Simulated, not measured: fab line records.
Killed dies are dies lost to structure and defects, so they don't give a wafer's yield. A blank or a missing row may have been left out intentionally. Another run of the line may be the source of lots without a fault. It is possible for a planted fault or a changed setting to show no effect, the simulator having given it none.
Comparing a struck lot with a sound one	flow sky130	15 steps out of a route of 708
Sound: these wafers, L878.1, L878.5, L878.6. Wafers struck: L869.1, L869.3, L869.5. At the end, the cause is stated.
Each step with rows lists, per side, the tool, then ch with its chambers, then its first start. Under that, the readings that differ: sound wafers	struck wafers	difference of the means	sigmas: that difference in standard deviations of wafers without a fault.
alike: a reading whose means differ by less than 2 such deviations, as well as words and numbers matching on both sides. not compared: withheld readings; readings where some wafer has no value; bounds like >300 that might hide an equal value; numbers whose values overlap and for which the record gives no deviation.
A row with sigmas, a row that says differs or no value, or rows on one side alone: a step with any of these is where the two part. Numbers that have no deviation but don't overlap get no sigmas and don't part them. Lack of a reading on every wafer of one side parts them only where that side has two or more wafers.

first, 5 steps without rows for these wafers: SKY_LI_CONTACT_COAT_07 (resist thk 450 nm); SKY_LI_CONTACT_SOFTBAKE_08 (time 90 s); SKY_LI_CONTACT_EXPOSE_09 (exposes mask LICM1, target cd 170 nm); SKY_LI_CONTACT_PEB_10; SKY_LI_CONTACT_DEVELOP_11 (develop time 60 s).
SKY_LI_CONTACT_CD_MEAS_12: the cd target is 170 nm.
  sound: cdSem-01 at day 34 19:49; struck: cdSem-01 at day 32 03:46
  alike: cdNm
SKY_LI_CONTACT_OVL_MEAS_13:
  sound: overlay-01 at day 34 19:57; struck: overlay-02 at day 32 03:53
  alike: LI_CONTACT_OVL
SKY_LI_CONTACT_ETCH_14: etches BARC in N2/H2, stops on SiO2, time 45.9 s, target depth 60 nm.
  sound on rieDiel-02 ch 0,1,2, day 34 19:59; struck on rieDiel-04 ch 2,3, day 32 03:55
  alike: drypumpMotorCurrentA, oesProductAu, throttleValvePct
  not compared: rfHoursCounterH
SKY_LI_CONTACT_ETCH_15: etches PSG in C4F8/O2/Ar, stops on Si, target depth 600 nm.
  sound on rieDiel-02 ch 0,1,2, day 34 20:02; struck on rieDiel-04 ch 2,3, day 32 03:58
  alike: oesProductAu
SKY_LI_CONTACT_STRIP_16: strips in O2/N2.
  sound on plasmaAsher-01 ch 0,1, day 34 20:07; struck on plasmaAsher-01 ch 0,1, day 32 04:02
  alike: drypumpMotorCurrentA, oesProductAu, stripTimeToEndpointS
  not compared: rfHoursCounterH
then, 2 steps without rows for these wafers: SKY_LI_CONTACT_CLEAN_17 (cleans in NMP, time 600 s); SKY_LI_CONTACT_PRE_CLEAN_18 (time 5.6 s).
SKY_LI_CONTACT_SPUTTER_19: material Ti, target thk 20 nm, time 106.37 s.
  sound: pvdSputter-01 at day 34 20:25; struck: pvdSputter-02 at day 32 04:20
  no value came back on the struck wafers for cathodeDcPowerW (W), chamberPressurePa (Pa), throttleValvePct (%); on the sound wafers cathodeDcPowerW (W) reads 2499.6 2500.4 2500.1
SKY_LI_CONTACT_SPUTTER_20: material TiN, target thk 20 nm, time 80 s.
  sound: pvdSputter-01 at day 34 20:29; struck: pvdSputter-02 at day 32 04:25
  alike: cathodeDcPowerW, chamberPressurePa, throttleValvePct
-- here the record skips 16 days between the struck wafers' starts before and after, leaving off in module LI_CONTACT and picking up in module PAD_OPEN (first step shown: number 708 of the route) --
SKY_PAD_OPEN_PROBE_99:
  rows exist in the record for the struck wafers here (prober-01, day 47 23:47), but not for the sound ones

WHERE THEY PART
First at SKY_LI_CONTACT_SPUTTER_19; last, within this record, at SKY_PAD_OPEN_PROBE_99.

WHY: the cause the simulator had injected
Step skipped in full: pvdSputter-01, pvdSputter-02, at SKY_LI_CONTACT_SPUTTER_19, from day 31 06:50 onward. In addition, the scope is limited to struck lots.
